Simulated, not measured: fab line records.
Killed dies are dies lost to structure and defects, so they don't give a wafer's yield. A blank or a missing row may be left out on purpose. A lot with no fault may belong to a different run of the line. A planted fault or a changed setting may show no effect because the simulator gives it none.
Split-lot trial    flow sfq line    on a route of 325 steps: 5 lots, 23 wafers read

== THE SPLIT ITSELF ==
At SFQ_TRILAYER_M3_LITHO_COAT_080 (resist thk 62 nm), the setting spin rpm was moved away from the recipe's 3000 rpm on 7 of the 23 wafers read, by -2.0% to +7.2%. All remaining wafers had this setting at the recipe value.

The reading comes from the split's own step.

== THE READING ==
BARC_of_TRILAYER_M3_LITHO_COAT_080.thk nm (the simulator's own value, which no gauge read), in nm, at SFQ_TRILAYER_M3_LITHO_COAT_080 (resist thk 62 nm). No usual value for it is given in the file. Average 62.10 nm, standard deviation 0.15 nm, over the 16 wafers here run with the recipe.

wafer   tool, chamber at the split  spin rpm as run, rpm  against the recipe  BARC_of_TRILAYER_M3_LITHO_COAT_080.thk nm, nm  against lot-mates on the recipe
L074.1  litho track-01, 0           3000                  recipe              62.03                                          -
L074.3  litho track-01, 0           2939                  -2.0%               62.6                                           +0.64
L074.4  litho track-01, 0           2939                  -2.0%               62.78                                          +0.82
L074.5  litho track-01, 0           3000                  recipe              61.84                                          -
L074.6  litho track-01, 0           3000                  recipe              62.02                                          -
L079.2  litho track-01, 0           3000                  recipe              62.14                                          -
L079.3  litho track-01, 0           3000                  recipe              61.95                                          -
L079.4  litho track-01, 0           3000                  recipe              62.05                                          -
L079.5  litho track-01, 0           3000                  recipe              62.19                                          -
L079.6  litho track-01, 0           3000                  recipe              62.11                                          -
L081.2  litho track-03, 0           3000                  recipe              61.93                                          -
L081.3  litho track-03, 0           3000                  recipe              61.93                                          -
L081.4  litho track-03, 0           3000                  recipe              62.06                                          -
L082.2  litho track-03, 0           3000                  recipe              62.42                                          -
L082.3  litho track-03, 0           3000                  recipe              62.26                                          -
L082.4  litho track-03, 0           3215                  +7.2%               60.07                                          -2.28
L082.5  litho track-03, 0           3215                  +7.2%               60.1                                           -2.25
L082.6  litho track-03, 0           3000                  recipe              62.36                                          -
L083.1  litho track-01, 0           3150                  +5.0%               60.52                                          -1.64
L083.2  litho track-01, 0           3150                  +5.0%               60.83                                          -1.33
L083.3  litho track-01, 0           3150                  +5.0%               60.41                                          -1.75
L083.4  litho track-01, 0           3000                  recipe              62.12                                          -
L083.6  litho track-01, 0           3000                  recipe              62.2                                           -

FIT RESULTS
A straight line over all 23 wafers: BARC_of_TRILAYER_M3_LITHO_COAT_080.thk nm changes by -0.29 nm for each +1% of spin rpm; r = -0.98; the points scatter about the line by 0.16 nm.
The same after taking each lot's own level away (the mean of its wafers on the recipe; 23 wafers): -0.319 nm for each +1%; r = -0.99; scatter 0.099 nm.
The reading moves by 2.3 nm for the largest change in spin rpm, on that fit.
From 61.963 to 62.347 nm: that is the span of the lots' own levels, equal to 2.5 times the standard deviation above.
The two slopes are in agreement: the lot-to-lot level therefore moves the slope only a little.
Check: for one of the wafers moved furthest among these (+7.2%), held out of the fit, the line's prediction against its lot-mates is -2.27 nm. It came out at -2.28 nm against them.

== THE OTHER SPLITS THESE WAFERS WENT THROUGH ==
Note: prior to the reading, these wafers also went through further splits. Each is held against what the fit with the lots' levels taken away leaves over:
other split on the same wafers                     wafers away from the commonest value  r with BARC_of_TRILAYER_M3_LITHO_COAT_080.thk nm (lot level and that fit taken away)
SFQ_TRILAYER_I2_VIA_BARC_OPEN_VIA_ETCH_096 time s  6                                     -0.40

== FILE'S OWN FIT ==
BARC_of_TRILAYER_M3_LITHO_COAT_080.thk nm changes by -0.318 nm for each +1% of spin rpm, r = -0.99.
